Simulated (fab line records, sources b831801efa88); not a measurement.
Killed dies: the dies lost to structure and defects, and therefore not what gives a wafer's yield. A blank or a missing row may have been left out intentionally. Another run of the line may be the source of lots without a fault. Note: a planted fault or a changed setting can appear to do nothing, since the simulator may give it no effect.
Which tool is to blame? | flow sky130 | 33 wafers from 11 lots sampled at 3 of the route's 708 steps

## WHAT EACH GAUGE READ, for each wafer
SKY_NWELL_TW_MEAS_15.
lot  | measured     | on            | NWELL_TW
L387 | day 4 15:21  | film-metro-03 | 1814 1815 1810
L391 | day 5 12:23  | film-metro-02 | 1808 1807 1812
L393 | day 6 04:57  | film-metro-02 | 1803 1806 1794
L394 | day 6 23:32  | film-metro-02 | 1794 1809 1811
L396 | day 7 00:14  | film-metro-02 | 1815 1807 1808
L400 | day 8 00:06  | film-metro-04 | 1804 1810 1816
L403 | day 8 13:28  | film-metro-02 | 2190 2196 2186
L404 | day 8 19:52  | film-metro-04 | 2200 2189 2193
L406 | day 9 07:05  | film-metro-02 | 1798 1804 1801
L407 | day 9 08:48  | film-metro-03 | 1816 1805 1801
L410 | day 10 03:01 | film-metro-03 | 1806 1810 1808

## EACH LOT AND THE TOOL THAT RAN IT (in order: tool; ch and the chambers of the sampled wafers; start)
lot  | SKY_FIELD_ISO_STRIP_16              | SKY_NWELL_IMPLANT_11
L387 | plasma-asher-03 ch 0,1, day 2 08:34 | implanter-02 ch 0, day 4 14:48
L391 | plasma-asher-01 ch 0,1, day 3 02:02 | implanter-04 ch 0, day 5 11:52
L393 | plasma-asher-02 ch 1, day 3 17:58   | implanter-04 ch 0, day 6 04:24
L394 | plasma-asher-03 ch 0,1, day 4 05:16 | implanter-02 ch 0, day 6 22:59
L396 | plasma-asher-02 ch 0,1, day 4 06:04 | implanter-02 ch 0, day 6 23:41
L400 | plasma-asher-01 ch 0, day 5 06:40   | implanter-04 ch 0, day 7 23:33
L403 | plasma-asher-01 ch 0,1, day 5 18:46 | implanter-02 ch 0, day 8 12:55
L404 | plasma-asher-01 ch 0,1, day 6 00:11 | implanter-02 ch 0, day 8 19:19
L406 | plasma-asher-02 ch 0,1, day 6 09:35 | implanter-01 ch 0, day 9 06:34
L407 | plasma-asher-01 ch 0,1, day 6 13:16 | implanter-01 ch 0, day 9 08:15
L410 | plasma-asher-02 ch 0,1, day 7 04:05 | implanter-01 ch 0, day 10 02:30
- SKY_FIELD_ISO_STRIP_16: strips in O2/N2.
- SKY_NWELL_IMPLANT_11

## THE ANSWER, worked out from the rows above alone
Rule: what is usual is taken from the lots themselves. The widest of any qualifying gaps counts: lots, ordered by their means at a reading, are off when they make up no more than a third of the lots, leave a main group of 4 or more, and stand apart from it by 3 or more times the standard deviation of that group's means. If all means in a main group match to the digits the tables above print for the reading, that group is not used. Also off: a lot with no number at a reading for which 4 or more lots have one. Where the step has rows for the other lots, those lots are counted as sound.
Off: at SKY_NWELL_TW_MEAS_15 (NWELL_TW), L403, L404. For the main group the mean is 1807 and the standard deviation 3.9.
If a tool, at a process step before that reading, ran all the lots that are off and no sound lot after the first of them, it fits. Gauges at SKY_NWELL_TW_MEAS_15: tried the same way as those tools. One fits: SKY_NWELL_IMPLANT_11 on implanter-02. A fault onset in the window from L396 (day 6 23:41, its last sound lot) to L403 (day 8 12:55, its first lot off) fits.

## WHAT THE SIMULATOR PUT IN
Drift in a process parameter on implanter-02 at SKY_NWELL_IMPLANT_11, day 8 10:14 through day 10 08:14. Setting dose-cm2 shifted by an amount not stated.
Struck lots among those shown: L403, L404. The rule given above showed the same thing.
